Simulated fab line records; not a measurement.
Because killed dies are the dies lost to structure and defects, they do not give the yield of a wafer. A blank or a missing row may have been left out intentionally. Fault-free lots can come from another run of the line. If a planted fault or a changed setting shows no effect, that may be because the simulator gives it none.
Comparing a struck lot with a sound one ; flow sky130 ; 14 out of 708 route steps
Sound: wafers L179.3, L179.4, L179.6. Wafers L187.1, L187.4, L187.6 were the ones struck. The cause is given at the end.
Per side, at each step with rows, come the tool, then ch with its chambers, and then its first start. Under that, the readings that differ: sound wafers ; struck wafers ; difference of the means ; sigmas: that difference in standard deviations of wafers without a fault.
alike: readings with means less than 2 such deviations apart, plus words and numbers identical on both sides. not compared: withheld readings, readings lacking a value on some wafer, bounds such as >300 that could conceal the same value, and numbers that have no deviation in the record and whose values overlap.
The two part at a step that has a row with sigmas, a row that says differs or no value, or rows on one side only. Non-overlapping numbers with no deviation appear without sigmas and do not part them. Lack of a reading on every wafer of one side parts them only where that side has two or more wafers.

first, 4 steps without rows for these wafers: SKY_VIA3_SOFTBAKE_08 (time 90 s); SKY_VIA3_EXPOSE_09 (exposes mask VIM3, target cd 200 nm); SKY_VIA3_PEB_10; SKY_VIA3_DEVELOP_11 (develop time 60 s).
SKY_VIA3_CD_MEAS_12 targets a cd of 200 nm.
  struck on cd_sem-01, day 42 23:59; sound on cd_sem-01, day 40 11:10
  alike: cd_nm
SKY_VIA3_OVL_MEAS_13:
  struck on overlay-02, day 43 00:07; sound on overlay-01, day 40 11:16
  alike: VIA3_OVL
SKY_VIA3_ETCH_14: etches BARC in N2/H2, stops on SiO2, time 45.9 s, target depth 60 nm.
  sound on rie_diel-02 ch 0,1,2, day 40 11:17; struck on rie_diel-03 ch 0,2, day 43 00:09
  alike: drypump_motor_current_A, n2_flow_sccm, oes_product_au, throttle_valve_pct
  not compared: rf_hours_counter_h
SKY_VIA3_ETCH_15: etches SiO2 in C4F8/O2/Ar, stops on TiN, target depth 507 nm, time 78 s.
  sound on rie_diel-02 ch 0,1,2, day 40 11:20; struck on rie_diel-03 ch 0,2, day 43 00:11
  alike: oes_product_au
  not compared: rf_hours_counter_h
SKY_VIA3_STRIP_16: strips in O2/N2.
  sound on plasma_asher-03 ch 0,1, day 40 11:25; struck on plasma_asher-04 ch 0,1, day 43 00:15
  alike: drypump_motor_current_A, n2_flow_sccm, oes_product_au, strip_time_to_endpoint_s
  not compared: rf_hours_counter_h
then, 3 steps without rows for these wafers: SKY_VIA3_STRIP_17 (strips in post etch residue remover, time 1200 s); SKY_VIA3_CLEAN_18 (cleans in IPA, time 180 s); SKY_VIA3_CLEAN_19 (cleans in O3/DIW).
SKY_VIA3_SPUTTER_20: material TiN, target thk 20 nm, time 80 s.
  struck on pvd_sputter-02, day 43 00:50; sound on pvd_sputter-03, day 40 11:59
  no value came back on the struck wafers for cathode_dc_power_W (W), chamber_pressure_pa (Pa), throttle_valve_pct (%), time_s (s); on the sound wafers cathode_dc_power_W (W) reads 4000.0 3999.7 3999.9
SKY_VIA3_CVD_21: deposits W, target thk 390 nm, time 117.31 s.
  sound on cvd_w-02 ch 0,1, day 40 12:05; struck on cvd_w-01 ch 0,1, day 43 00:54
  alike: heater_power_w
  not compared: since_wet_clean_h

## WHERE THEY PART
SKY_VIA3_SPUTTER_20 only, going by this record. Later steps at which nothing parts them and some readings are alike: SKY_VIA3_CVD_21.

WHY: whatever the simulator had introduced
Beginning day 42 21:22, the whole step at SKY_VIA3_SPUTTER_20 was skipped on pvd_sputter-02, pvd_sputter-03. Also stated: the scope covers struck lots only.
